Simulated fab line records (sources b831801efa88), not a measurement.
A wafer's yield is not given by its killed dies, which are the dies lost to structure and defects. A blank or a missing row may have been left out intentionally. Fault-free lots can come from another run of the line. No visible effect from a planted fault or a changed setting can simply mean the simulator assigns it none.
Commonality check across tools    flow sky130    Sampled: 13 lots, 42 wafers

## THE REASON FOR OPENING IT
1 of 13 lots carry a flag on the reading SD_P_TW at SKY_SD_P_TW_MEAS_11. Wafers without a fault read 2843, standard deviation 18.
Rule: a lot is flagged when every wafer of it that has a number lies more than 4 standard deviations from that mean, or none has a number. The rest of the lots are taken to be sound.

lot   measured      on             SD_P_TW, wafer by wafer  flag
L430  day 26 02:23  film_metro-01  2841 2844 2842           
L431  day 26 10:28  film_metro-01  2854 2839 2818           
L434  day 27 10:25  film_metro-02  2841 2831 2829           
L436  day 28 03:59  film_metro-03  2843 2849 2844           
L437  day 28 08:12  film_metro-02  30 30 30 30 30 30        FLAGGED
L441  day 29 19:08  film_metro-02  2828 2841 2830           
L444  day 30 17:02  film_metro-02  2852 2860 2853           
L447  day 31 11:34  film_metro-03  2875 2890 2864           
L448  day 31 23:35  film_metro-02  2843 2827 2838           
L451  day 33 03:50  film_metro-03  2861 2861 2850           
L450  day 33 08:44  film_metro-01  2825 2825 2832           
L452  day 33 09:02  film_metro-01  2809 2823 2807           
L453  day 33 19:24  film_metro-02  2835 2827 2829           
Averaged over the flagged lots the numbers come to 30, -2813 from the usual (-99 or more standard deviations).

## EACH LOT AND THE TOOL IT RAN ON
The record keeps 1 process step preceding the reading, out of 708 steps on the route. Every cell lists first the tool, next ch and the chambers used by the sampled wafers, and last the start.
lot   flag     SKY_SD_P_EXPOSE_04
L430           iline_stepper-01 ch 0, day 25 11:43
L431           iline_stepper-02 ch 0, day 25 19:31
L434           iline_stepper-01 ch 0, day 26 19:08
L436           iline_stepper-02 ch 0, day 27 13:37
L437  FLAGGED  iline_stepper-01 ch 0, day 27 17:22
L441           iline_stepper-02 ch 0, day 29 05:31
L444           iline_stepper-02 ch 0, day 30 03:04
L447           iline_stepper-01 ch 0, day 30 20:47
L448           iline_stepper-01 ch 0, day 31 09:04
L451           iline_stepper-01 ch 0, day 32 13:34
L450           iline_stepper-01 ch 0, day 32 19:13
L452           iline_stepper-02 ch 0, day 32 19:34
L453           iline_stepper-01 ch 0, day 33 05:29
What the steps here do:
- SKY_SD_P_EXPOSE_04: exposes mask PSDM, target cd 380 nm.
- SKY_SD_P_TW_MEAS_11

## FLAGGED AGAINST TOTAL, ONE TOOL AT A TIME (gauges that did the reading follow at the end)
step                 tool              lots run  flagged  share of the flagged lots  sound lots run after its first flagged lot
SKY_SD_P_EXPOSE_04   iline_stepper-01  8         1        all                        5 (L447,L448,L451,L450,L453)
SKY_SD_P_EXPOSE_04   iline_stepper-02  5         0        none                       -
SKY_SD_P_TW_MEAS_11  film_metro-01     4         0        none                       -
SKY_SD_P_TW_MEAS_11  film_metro-02     6         1        all                        4 (L441,L444,L448,L453)
SKY_SD_P_TW_MEAS_11  film_metro-03     3         0        none                       -

## THE TABLE: WHAT IT ALLOWS
In 2 table rows, all flagged lots were run: iline_stepper-01 (SKY_SD_P_EXPOSE_04), film_metro-02 (SKY_SD_P_TW_MEAS_11).
- iline_stepper-01 at SKY_SD_P_EXPOSE_04 ran 8 lots, 1 of them flagged. Lots that were sound ran on it after the first flagged one (L447, L448, L451, L450, L453); a persistent fault on the entire tool would not allow that.
- film_metro-02 at SKY_SD_P_TW_MEAS_11 ran 6 lots, 1 of them flagged. Lots that were sound ran on it after the first flagged one (L441, L444, L448, L453); a persistent fault on the entire tool would not allow that.
None of the table's rows ran every flagged lot and, after the first, no sound lot.

## WHAT HAD BEEN PUT IN BY THE SIMULATOR
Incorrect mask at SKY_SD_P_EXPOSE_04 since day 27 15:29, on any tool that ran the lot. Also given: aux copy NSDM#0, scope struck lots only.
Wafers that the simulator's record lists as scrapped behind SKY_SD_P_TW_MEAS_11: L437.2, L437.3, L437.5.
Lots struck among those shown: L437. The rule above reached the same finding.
